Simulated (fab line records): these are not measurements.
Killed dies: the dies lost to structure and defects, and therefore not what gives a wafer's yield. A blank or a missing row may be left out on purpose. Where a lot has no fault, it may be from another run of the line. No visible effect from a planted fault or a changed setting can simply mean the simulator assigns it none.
Which tool did it? || flow gf180mcu || 6 lots, 18 wafers sampled, at 1 step of a route of 602

WHAT THE GAUGES READ, wafer by wafer
GF_V1_THK_MEAS_03.
{"lot": "L272", "measured": "day 17 04:05", "on": "film_metro-04", "V1_CVD_02_THK (nm)": "843 826 847"}
{"lot": "L274", "measured": "day 17 21:31", "on": "film_metro-04", "V1_CVD_02_THK (nm)": "835 855 862"}
{"lot": "L276", "measured": "day 18 18:40", "on": "film_metro-03", "V1_CVD_02_THK (nm)": "847 837 850"}
{"lot": "L278", "measured": "day 19 19:25", "on": "film_metro-02", "V1_CVD_02_THK (nm)": "822 843 843"}
{"lot": "L282", "measured": "day 21 21:54", "on": "film_metro-04", "V1_CVD_02_THK (nm)": "847 859 859"}
{"lot": "L285", "measured": "day 22 21:46", "on": "film_metro-02", "V1_CVD_02_THK (nm)": "844 870 859"}

WHICH TOOL RAN EACH LOT (tool, then ch and the chambers of the sampled wafers, then the start)
No process step before these readings appears in the record.

THE ANSWER, worked out from the rows above alone
Rule: the usual values come from the lots themselves. The widest of any qualifying gaps counts: lots, ordered by their means at a reading, are off when they make up no more than a third of the lots, leave a main group of 4 or more, and stand apart from it by 3 or more times the standard deviation of that group's means. A main group whose means are all the same, to the digits that the tables above print for the reading, isn't used. A lot without any number at a reading at which 4 lots or more have one is off too. Any other lot the step has rows for is counted as sound.
Across all readings shown, no lot is off: no conclusion can be drawn from this.

WHAT THE SIMULATOR PUT IN
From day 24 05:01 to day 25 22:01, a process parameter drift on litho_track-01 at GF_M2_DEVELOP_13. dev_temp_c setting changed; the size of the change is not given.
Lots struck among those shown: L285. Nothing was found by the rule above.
